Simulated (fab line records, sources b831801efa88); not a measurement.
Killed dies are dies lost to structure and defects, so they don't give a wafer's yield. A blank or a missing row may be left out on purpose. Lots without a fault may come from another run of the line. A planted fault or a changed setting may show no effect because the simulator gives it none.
A struck lot beside a sound one | flow sky130 | 15 steps out of a route of 708
Sound: wafers L745.3, L745.4, L745.5. Struck: wafers L749.1, L749.4, L749.6. The cause comes at the end.
At each step with rows: each side's tool, then ch and its chambers, then its first start. Under that, the readings that differ: sound wafers | struck wafers | difference of the means | sigmas: that difference in standard deviations of wafers without a fault.
alike: readings whose means differ by less than 2 such deviations, and words and numbers that are the same on both sides. not compared: withheld readings, readings that some wafer has no value for, bounds like >300 that may hide the same value, and numbers for which the record gives no deviation and whose values overlap.
The two part at a step that has a row with sigmas, a row that says differs or no value, or rows on one side only. Numbers that don't overlap but have no deviation are shown without sigmas and don't part them. A reading that every wafer of one side lacks parts them only if that side has two wafers or more.

first, 2 steps without rows for these wafers: SKY_DNWELL_DEVELOP_06 (develop time 60 s); SKY_DNWELL_IMPLANT_07.
SKY_DNWELL_STRIP_08: strips in O2/N2.
  sound on plasma_asher-02 ch 0,1, day 5 18:47; struck on plasma_asher-01 ch 0,1, day 6 15:15
  alike: drypump_motor_current_A, o2_flow_sccm, oes_product_au, strip_time_to_endpoint_s
  not compared: rf_hours_counter_h
SKY_DNWELL_TW_MEAS_09:
  sound on film_metro-04, day 5 18:52; struck on film_metro-03, day 6 15:21
  reading   | sound          | struck         | difference | sigmas
  DNWELL_TW | 1139 1140 1134 | 1111 1113 1108 | -27        | -2
then, 7 steps without rows for these wafers: SKY_PWDE_DEHYDRATE_00 (time 60 s); SKY_PWDE_HMDS_01 (prime time 60 s); SKY_PWDE_COAT_02 (resist thk 3000 nm); SKY_PWDE_SOFTBAKE_03; SKY_PWDE_EXPOSE_04 (exposes mask PWDEM, target cd 840 nm); SKY_PWDE_PEB_05; SKY_PWDE_DEVELOP_06 (develop time 60 s).
SKY_PWDE_OVL_MEAS_07:
  sound on overlay-02, day 6 12:33; struck on overlay-02, day 7 12:37
  alike: PWDE_OVL
SKY_PWDE_IMPLANT_08:
  sound on implanter-03 ch 0, day 6 12:37; struck on implanter-04 ch 0, day 7 12:39
  reading                   | sound                | struck               | difference | sigmas
  beam_energy_keV           | 150.00 150.04 150.03 | 147.35 147.38 147.39 | -2.65      | -65
  model.implant.drp_nm (nm) | 97.97 97.97 97.97    | 97.31 97.31 97.31    | -0.66      |
  alike: faraday_current_uA
SKY_PWDE_STRIP_09: strips in O2/N2.
  sound on plasma_asher-04 ch 0,1, day 6 12:46; struck on plasma_asher-02 ch 0,1, day 7 12:48
  alike: drypump_motor_current_A, o2_flow_sccm, oes_product_au, strip_time_to_endpoint_s
  not compared: rf_hours_counter_h
-- the record jumps here: 42 days lie between the struck wafers' starts before and after (it left off in module PWDE and takes up again in module PAD_OPEN, whose first step shown is number 708 of the route) --
SKY_PAD_OPEN_PROBE_99:
  sound on prober-02, day 48 21:07; struck on prober-02, day 49 19:34
  alike: killed_at_M0_to_M3, killed_at_M4_up, killed_at_contacts, killed_at_front_end, killed_at_other, killed_dies, killed_on_rim, killed_open, killed_short

WHERE THEY PART
First at SKY_DNWELL_TW_MEAS_09; last, within this record, at SKY_PWDE_IMPLANT_08. Later steps at which nothing parts them and some readings are alike: SKY_PWDE_STRIP_09, SKY_PAD_OPEN_PROBE_99.

WHY: what the simulator had put in
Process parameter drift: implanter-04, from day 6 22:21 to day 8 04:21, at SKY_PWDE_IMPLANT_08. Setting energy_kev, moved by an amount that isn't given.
